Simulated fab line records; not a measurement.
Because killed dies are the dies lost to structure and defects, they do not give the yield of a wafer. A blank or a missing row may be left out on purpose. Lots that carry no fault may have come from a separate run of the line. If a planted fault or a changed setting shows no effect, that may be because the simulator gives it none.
What tool caused it?	flow gf180mcu	13 lots, 39 wafers sampled, at 2 steps of a route of 602

WHAT THE GAUGES SHOWED, per wafer
GF_PSD_CD_MEAS_07 targets a cd of 400 nm. Usual: 400.3 nm for cd-nm, sd 2.2.
lot	measured	on	cd-nm (nm)	flag
L855	day 14 00:25	cd-sem-01	399.1 402.1 399.7	
L856	day 14 06:38	cd-sem-01	404.1 401.1 399.9	
L858	day 14 22:56	cd-sem-02	399.0 398.8 398.2	
L859	day 15 08:25	cd-sem-02	402.2 401.9 401.0	
L862	day 16 21:44	cd-sem-02	399.4 402.8 401.7	
L863	day 17 03:26	cd-sem-01	404.4 400.4 403.1	
L864	day 17 12:02	cd-sem-02	397.5 395.3 398.3	
L865	day 17 20:31	cd-sem-01	398.8 396.5 399.1	
L866	day 18 06:40	cd-sem-02	400.5 400.2 401.6	
L867	day 18 14:44	cd-sem-01	395.7 397.8 398.4	
L871	day 20 08:47	cd-sem-01	400.3 399.9 402.4	
L878	day 22 02:44	cd-sem-01	404.0 400.4 401.8	
L877	day 22 06:20	cd-sem-01	399.6 404.0 400.4	

GF_SAB_CD_MEAS_09 targets a cd of 420 nm. Usual: 420.5 nm for cd-nm, sd 2.1.
lot	measured	on	cd-nm (nm)	flag
L855	day 14 21:28	cd-sem-01	420.7 422.3 421.9	
L856	day 15 04:38	cd-sem-02	420.8 421.7 418.4	
L858	day 15 21:40	cd-sem-02	419.6 421.5 421.3	
L859	day 16 07:11	cd-sem-02	422.1 420.6 418.1	
L862	day 17 21:58	cd-sem-01	417.7 417.8 419.2	
L863	day 18 03:11	cd-sem-02	418.9 418.1 418.1	
L864	day 18 12:14	cd-sem-01	417.8 417.6 417.9	
L865	day 18 19:53	cd-sem-01	422.1 417.5 420.7	
L866	day 19 06:43	cd-sem-01	423.8 419.4 417.5	
L867	day 19 15:50	cd-sem-01	425.9 423.0 422.9	
L871	day 21 09:25	cd-sem-02	421.5 421.6 419.9	
L878	day 23 02:20	cd-sem-01	426.7 421.1 422.8	
L877	day 23 06:12	cd-sem-01	423.8 423.9 423.1	

TOOL THAT RAN EACH LOT (tool first, then ch and the chambers of the sampled wafers, then the start)
The record holds no process step before these readings.

WHAT THE TOOLS THEMSELVES READ (means of the sampled wafers that have a number; where no wafer has one, the mark that the record gives instead)
The record holds no such reading with a usual standard deviation.

THE ANSWER, worked out from the rows above alone
Rule: a lot counts as off when the mean over its wafers that have a number is more than 3 standard deviations away from the usual mean. Also off: a lot with no number at a reading for which 4 or more lots have one. All remaining lots with rows at the step are treated as sound. First the gauges in route order, then the tools' own readings, where a lot's mean is used as printed above. The first step at which some lot is off is used, and at that step the reading that is off furthest; a lot without a number counts as furthest.
Across all readings shown, no lot is off: no conclusion can be drawn from this.

WHAT THE SIMULATOR HAD PUT IN
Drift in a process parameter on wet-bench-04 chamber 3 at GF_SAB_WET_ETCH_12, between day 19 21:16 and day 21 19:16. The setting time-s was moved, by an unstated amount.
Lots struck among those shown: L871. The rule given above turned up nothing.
